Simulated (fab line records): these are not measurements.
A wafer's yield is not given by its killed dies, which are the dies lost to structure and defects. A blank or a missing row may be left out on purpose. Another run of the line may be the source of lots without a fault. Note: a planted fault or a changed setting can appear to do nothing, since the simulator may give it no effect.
A struck lot beside a sound one ; flow sky130 ; 17 steps out of a route of 708
Sound: these wafers, L577.2, L577.3, L577.5. Wafers struck: L582.1, L582.4, L582.5. The cause is given at the end.
For every step that has rows: the tool of each side, followed by ch and its chambers, followed by its first start. Under that, the readings that differ: sound wafers ; struck wafers ; difference of the means ; sigmas: that difference in standard deviations of wafers without a fault.
alike: a reading whose means differ by less than 2 such deviations, as well as words and numbers matching on both sides. not compared: withheld readings; readings where some wafer has no value; bounds like >300 that might hide an equal value; numbers whose values overlap and for which the record gives no deviation.
A row with sigmas, a row that says differs or no value, or rows on one side alone: a step with any of these is where the two part. When numbers do not overlap yet have no deviation, they are printed without sigmas and do not part them. A reading missing from all wafers of one side parts the sides only when that side holds two or more wafers.

first, 5 steps without rows for these wafers: SKY_SD_N_COAT_02 (resist thk 1140 nm); SKY_SD_N_SOFTBAKE_03 (time 60 s); SKY_SD_N_EXPOSE_04 (exposes mask NSDM, target cd 380 nm); SKY_SD_N_PEB_05; SKY_SD_N_DEVELOP_06 (develop time 60 s).
SKY_SD_N_CD_MEAS_07 targets a cd of 380 nm.
  struck on cd_sem-01, day 32 09:36; sound on cd_sem-02, day 30 19:19
  alike: cd_nm
SKY_SD_N_OVL_MEAS_08:
  struck on overlay-01, day 32 09:43; sound on overlay-01, day 30 19:26
  alike: SD_N_OVL
then, 2 steps without rows for these wafers: SKY_SD_N_IMPLANT_09; SKY_SD_N_IMPLANT_10.
SKY_SD_N_STRIP_11: strips in O2/N2.
  sound on plasma_asher-02 ch 0,1, day 30 19:46; struck on plasma_asher-02 ch 0,1, day 32 10:03
reading;sound;struck;difference;sigmas
strip_time_to_endpoint_s (s);22.55 22.59 22.58;22.50 22.47 22.50;-0.08;-2
  alike: drypump_motor_current_A, oes_product_au
  not compared: rf_hours_counter_h
SKY_SD_N_TW_MEAS_12:
  struck on film_metro-01, day 32 10:09; sound on film_metro-03, day 30 19:52
  alike: SD_N_TW
then, 1 step without rows for these wafers: SKY_SD_N_CLEAN_13 (cleans in SC1/SC2, time 150 s).
SKY_SD_N_RTA_14: time 2 s.
  sound on rtp_anneal-01 ch 0, day 30 19:59; struck on rtp_anneal-02 ch 0, day 32 10:16
reading;sound;struck;difference;sigmas
lamp_power_pct (%);15.81 15.81 15.71;14.99 14.97 15.16;-0.74;-15
  alike: chamber_o2_ppm, wafer_temp_C_max
SKY_SD_N_RS_MEAS_16: the measuring method here is four-point-probe.
  struck on film_metro-02, day 32 10:26; sound on film_metro-02, day 30 20:10
reading;sound;struck;difference;sigmas
SD_N_RS (ohm/sq);68.36 68.43 68.41;71.81 71.71 71.62;+3.31;+24
SKY_SD_N_RS_MEAS_17: the measuring method here is four-point-probe.
  struck on film_metro-02, day 32 10:34; sound on film_metro-02, day 30 20:17
reading;sound;struck;difference;sigmas
SD_P_RS (ohm/sq);146.8 146.3 147.0;165.0 165.5 165.3;+18.6;+62
SKY_SD_N_RS_MEAS_18: the measuring method here is four-point-probe.
  struck on film_metro-02, day 32 10:41; sound on film_metro-02, day 30 20:25
  alike: RES_XHIGH_RS
-- the record jumps here: 17 days lie between the struck wafers' starts before and after (it left off in module SD_N and takes up again in module PAD_OPEN, whose first step shown is number 708 of the route) --
SKY_PAD_OPEN_PROBE_99:
  struck on prober-02, day 48 23:37; sound on prober-01, day 47 22:05
reading;sound;struck;difference;sigmas
model.etest.res_xhigh_po.line_ohm_um;5532 5984 6030;6599 6769 6609;+810;
model.etest.res_xhigh_po.rs_ohm_sq;1986 2094 2133;2300 2332 2305;+241;
model.etest.pfet_01v8.r_on_ohm_um;2845 2824 2836;3086 3044 3146;+257;
model.etest.tip_p.rs_ohm_sq;6766 6763 6788;7119 7052 7074;+309;
model.etest.res_pdiff.line_ohm_um;1349 1357 1385;1527 1517 1514;+156;
model.etest.res_high_po.line_ohm_um;749 791.5 770.1;845.6 862.6 855.2;+84.3;
model.etest.licon_high_po.rc_ohm;356.3 366.2 382.5;458.9 435.4 456.8;+82.0;
  alike: killed_at_M0_to_M3, killed_at_M4_up, killed_at_contacts, killed_at_front_end, killed_at_other, killed_dies, killed_open, killed_short
  not compared: model.etest.pfet_g5v0d10v5.r_on_ohm_um

== WHERE THEY PART ==
Earliest at SKY_SD_N_STRIP_11; latest, in this record, at SKY_SD_N_RS_MEAS_17. Later steps at which nothing parts them and some readings are alike: SKY_SD_N_RS_MEAS_18, SKY_PAD_OPEN_PROBE_99.

WHY: what had been put in by the simulator
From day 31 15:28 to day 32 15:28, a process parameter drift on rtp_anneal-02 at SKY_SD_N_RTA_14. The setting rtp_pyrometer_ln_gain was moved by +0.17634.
